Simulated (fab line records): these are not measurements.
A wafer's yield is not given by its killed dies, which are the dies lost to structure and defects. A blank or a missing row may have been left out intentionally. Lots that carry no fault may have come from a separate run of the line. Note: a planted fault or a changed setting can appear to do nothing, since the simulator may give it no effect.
Which of the tools did it? -- flow sky130 -- 24 lots, 72 wafers sampled, at 4 steps of a route of 708

== WHAT THE GAUGES READ, wafer by wafer ==
SKY_VT_ADJUST_LVTN_OVL_MEAS_18. Usual: VT_ADJUST_LVTN_01_OVL typically reads -0.5 nm, with standard deviation 1.6.
lot,measured,on,VT_ADJUST_LVTN_01_OVL (nm),flag
L074,day 7 14:28,overlay-02,1.6 1.3 -0.5,
L075,day 7 22:58,overlay-02,0.0 -0.5 -1.1,
L076,day 8 03:49,overlay-02,-0.1 -0.5 0.6,
L077,day 8 16:43,overlay-01,0.5 -0.7 -1.7,
L078,day 9 00:04,overlay-02,-1.9 -3.5 -1.1,
L079,day 9 09:07,overlay-02,-0.1 2.2 0.3,
L080,day 9 14:14,overlay-01,-0.8 0.0 1.6,
L081,day 9 20:35,overlay-02,-2.5 -0.5 -0.1,
L082,day 10 04:38,overlay-01,-1.7 0.2 0.4,
L083,day 10 08:21,overlay-02,-0.4 -1.5 0.6,
L084,day 10 16:51,overlay-01,-2.8 -2.3 -1.6,
L085,day 10 19:43,overlay-02,-0.6 -1.7 -0.9,
L086,day 11 03:31,overlay-01,-0.8 -1.3 -2.5,
L087,day 11 10:40,overlay-02,-0.3 -0.1 0.3,
L088,day 11 18:40,overlay-01,-0.3 -1.0 -1.1,
L089,day 11 20:34,overlay-02,-0.9 -3.2 -0.9,
L090,day 12 07:10,overlay-01,-0.9 -1.2 -1.5,
L091,day 12 15:40,overlay-02,3.2 2.7 2.5,
L092,day 12 23:31,overlay-02,1.5 2.8 2.4,
L093,day 13 06:44,overlay-01,0.3 1.6 1.5,
L094,day 13 08:53,overlay-01,-3.2 -3.3 -0.9,
L095,day 13 13:01,overlay-02,0.0 -2.5 -0.1,
L096,day 13 23:01,overlay-02,-0.1 0.9 1.2,
L097,day 14 08:01,overlay-01,-2.8 -0.9 -2.2,

SKY_VT_ADJUST_NCORE_CD_MEAS_07 targets a cd of 380 nm. Usual: cd_nm at 379.9 nm, with a standard deviation of 2.9.
lot,measured,on,cd_nm (nm),flag
L074,day 8 11:32,cd_sem-02,382.1 381.5 382.2,
L075,day 8 20:12,cd_sem-01,383.0 382.0 381.2,
L076,day 9 00:39,cd_sem-01,376.2 376.4 377.1,
L077,day 9 14:35,cd_sem-02,381.2 381.7 381.2,
L078,day 9 21:07,cd_sem-01,376.4 376.7 378.1,
L079,day 10 07:13,cd_sem-02,377.4 379.0 378.0,
L080,day 10 11:46,cd_sem-02,383.8 384.8 381.7,
L081,day 10 18:48,cd_sem-01,381.4 380.6 380.7,
L082,day 11 02:53,cd_sem-01,377.1 375.0 375.8,
L083,day 11 07:20,cd_sem-02,383.3 380.5 382.4,
L084,day 11 17:08,cd_sem-01,380.3 379.6 379.5,
L085,day 11 19:43,cd_sem-01,374.7 376.5 375.2,
L086,day 12 03:00,cd_sem-02,380.1 379.8 381.6,
L087,day 12 11:13,cd_sem-01,377.4 379.2 375.9,
L088,day 12 18:14,cd_sem-02,378.5 379.0 383.5,
L089,day 12 20:23,cd_sem-01,380.8 381.0 377.9,
L090,day 13 06:52,cd_sem-02,379.0 379.0 379.8,
L091,day 13 13:56,cd_sem-02,378.4 380.9 378.1,
L092,day 13 23:16,cd_sem-01,378.8 380.6 380.7,
L093,day 14 08:14,cd_sem-02,381.7 381.5 381.0,
L094,day 14 10:21,cd_sem-02,375.5 376.8 376.2,
L095,day 14 15:31,cd_sem-02,381.0 379.8 380.4,
L096,day 15 01:01,cd_sem-01,383.3 382.0 383.8,
L097,day 15 09:52,cd_sem-01,385.4 386.2 386.9,

SKY_POLY_CUT_OVL_MEAS_09. Usual: POLY_CUT_OVL typically reads 7 nm, with standard deviation 6.8.
lot,measured,on,POLY_CUT_OVL (nm),flag
L074,day 24 00:17,overlay-01,15 24 7,
L075,day 24 02:54,overlay-01,8 6 17,
L076,day 24 10:10,overlay-01,-4 1 17,
L077,day 26 14:20,overlay-02,-2 -1 -3,
L078,day 26 15:39,overlay-02,16 5 6,
L079,day 26 11:50,overlay-01,5 17 16,
L080,day 26 19:17,overlay-01,3 1 10,
L081,day 26 17:57,overlay-02,4 10 13,
L082,day 27 04:02,overlay-02,2 1 9,
L083,day 28 16:24,overlay-01,5 5 4,
L084,day 28 17:06,overlay-01,1 3 -2,
L085,day 28 20:53,overlay-02,6 -1 -2,
L086,day 28 18:50,overlay-02,-7 -2 -11,
L087,day 28 22:12,overlay-02,2 1 7,
L088,day 29 04:20,overlay-02,4 1 -1,
L089,day 29 03:36,overlay-02,13 17 15,
L090,day 29 17:11,overlay-02,6 10 11,
L091,day 29 20:20,overlay-02,-2 -7 6,
L092,day 30 07:02,overlay-01,5 1 4,
L093,day 30 22:32,overlay-02,16 11 12,
L094,day 30 18:31,overlay-01,-7 9 -1,
L095,day 31 00:17,overlay-01,11 21 4,
L096,day 31 16:11,overlay-02,-4 10 -4,
L097,day 31 16:21,overlay-02,10 18 11,

== WHICH TOOL RAN EACH LOT (tool, then ch and the chambers of the sampled wafers, then the start) ==
lot,SKY_FIELD_ISO_SOFTBAKE_09
L074,"litho_track-03 ch 0, day 7 14:28 or earlier"
L075,"litho_track-02 ch 0, day 7 22:58 or earlier"
L076,"litho_track-03 ch 0, day 8 03:49 or earlier"
L077,"litho_track-01 ch 0, day 8 16:43 or earlier"
L078,"litho_track-03 ch 0, day 9 00:04 or earlier"
L079,"litho_track-02 ch 0, day 9 09:07 or earlier"
L080,"litho_track-01 ch 0, day 9 14:14 or earlier"
L081,"litho_track-03 ch 0, day 9 20:35 or earlier"
L082,"litho_track-01 ch 0, day 10 04:38 or earlier"
L083,"litho_track-03 ch 0, day 10 08:21 or earlier"
L084,"litho_track-03 ch 0, day 10 16:51 or earlier"
L085,"litho_track-03 ch 0, day 10 19:43 or earlier"
L086,"litho_track-01 ch 0, day 11 03:31 or earlier"
L087,"litho_track-02 ch 0, day 11 10:40 or earlier"
L088,"litho_track-01 ch 0, day 11 18:40 or earlier"
L089,"litho_track-02 ch 0, day 11 20:34 or earlier"
L090,"litho_track-02 ch 0, day 12 07:10 or earlier"
L091,"litho_track-02 ch 0, day 12 15:40 or earlier"
L092,"litho_track-03 ch 0, day 12 23:31 or earlier"
L093,"litho_track-01 ch 0, day 13 06:44 or earlier"
L094,"litho_track-02 ch 0, day 13 08:53 or earlier"
L095,"litho_track-02 ch 0, day 13 13:01 or earlier"
L096,"litho_track-01 ch 0, day 13 23:01 or earlier"
L097,"litho_track-03 ch 0, day 14 08:01 or earlier"
- SKY_FIELD_ISO_SOFTBAKE_09: time 92.96 s.

== WHAT THE TOOLS THEMSELVES READ (means of the sampled wafers that have a number; where no wafer has one, the mark that the record gives instead) ==
SKY_FIELD_ISO_SOFTBAKE_09. Usual: exhaust_pa 45.4 Pa, standard deviation 0.89; plate_sensor_t_centre_C 100.88 C, standard deviation 0.01; plate_sensor_t_edge_C 100.95 C, standard deviation 0.01; resist_line_temp_C 23.01 C, standard deviation 0.11.
lot,tool,exhaust_pa (Pa),plate_sensor_t_centre_C (C),plate_sensor_t_edge_C (C),resist_line_temp_C (C),flag
L074,litho_track-03,44.4,100.88,100.96,22.80,
L075,litho_track-02,46.5,100.87,100.95,23.05,
L076,litho_track-03,45.4,100.89,100.95,22.88,
L077,litho_track-01,45.7,100.88,100.95,23.03,
L078,litho_track-03,45.1,100.89,100.95,22.98,
L079,litho_track-02,44.6,100.88,100.95,23.08,
L080,litho_track-01,45.8,100.89,100.95,22.92,
L081,litho_track-03,45.9,100.89,100.96,23.03,
L082,litho_track-01,45.2,100.88,100.95,23.08,
L083,litho_track-03,45.8,100.89,100.95,22.91,
L084,litho_track-03,45.1,100.88,100.96,23.06,
L085,litho_track-03,44.8,100.88,100.95,22.97,
L086,litho_track-01,46.0,100.88,100.94,22.93,
L087,litho_track-02,45.3,100.88,100.97,22.98,
L088,litho_track-01,45.9,100.89,100.94,23.17,
L089,litho_track-02,45.2,100.88,100.95,22.89,
L090,litho_track-02,46.5,100.87,100.95,23.09,
L091,litho_track-02,46.4,100.89,100.94,23.00,
L092,litho_track-03,46.1,100.88,100.95,23.04,
L093,litho_track-01,43.9,100.89,100.96,23.04,
L094,litho_track-02,45.0,100.88,100.96,23.17,
L095,litho_track-02,45.3,100.89,100.94,23.00,
L096,litho_track-01,43.1,100.88,100.96,23.04,
L097,litho_track-03,45.3,100.87,100.94,23.06,

== THE ANSWER, worked out from the rows above alone ==
Rule: a lot counts as off when the mean over its wafers that have a number is more than 3 standard deviations away from the usual mean. Also off: a lot with no number at a reading for which 4 or more lots have one. Where the step has rows for the other lots, those lots are counted as sound. Order of review: gauges by route order, followed by the tools' own readings, for which a lot's mean as printed above is used. The first step at which some lot is off is used, and at that step the reading that is off furthest; a lot without a number counts as furthest.
Across all readings shown, no lot is off: no conclusion can be drawn from this.

== WHAT THE SIMULATOR HAD PUT IN ==
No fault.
